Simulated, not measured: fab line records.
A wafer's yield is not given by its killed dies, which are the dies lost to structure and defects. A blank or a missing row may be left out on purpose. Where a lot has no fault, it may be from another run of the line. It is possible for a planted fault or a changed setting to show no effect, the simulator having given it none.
Which tool is to blame?    flow gf180mcu    6 lots (18 wafers sampled), 1 step of a 602-step route

## WHAT THE GAUGES READ, wafer by wafer
GF_V4_CD_MEAS_14: target cd 260 nm.
lot   measured      on         cd_nm (nm)
L127  day 24 12:47  cd_sem-02  260.1 259.4 259.1
L129  day 25 07:31  cd_sem-01  260.3 260.3 259.1
L130  day 26 04:48  cd_sem-01  259.9 261.5 259.2
L138  day 28 17:15  cd_sem-01  258.3 260.0 259.2
L141  day 29 12:36  cd_sem-01  259.3 259.7 259.7
L146  day 30 10:54  cd_sem-02  259.5 259.5 259.7

## TOOL THAT RAN EACH LOT (tool first, then ch and the chambers of the sampled wafers, then the start)
There is no process step in the record ahead of these readings.

## THE ANSWER, worked out from the rows above alone
Rule: the usual values come from the lots themselves. Put in order of their means at a reading, lots are off if they are a third of the lots or fewer, leave a main group of 4 or more, and stand apart from it by a gap of 3 or more times the standard deviation of the main group's means; of several such gaps the widest counts. Not used: any main group whose means are identical at the precision the tables above print for the reading. Also off: a lot with no number at a reading for which 4 or more lots have one. Where the step has rows for the other lots, those lots are counted as sound.
No lot is off at any reading shown: from this, nothing can be told.

## WHAT THE SIMULATOR PUT IN
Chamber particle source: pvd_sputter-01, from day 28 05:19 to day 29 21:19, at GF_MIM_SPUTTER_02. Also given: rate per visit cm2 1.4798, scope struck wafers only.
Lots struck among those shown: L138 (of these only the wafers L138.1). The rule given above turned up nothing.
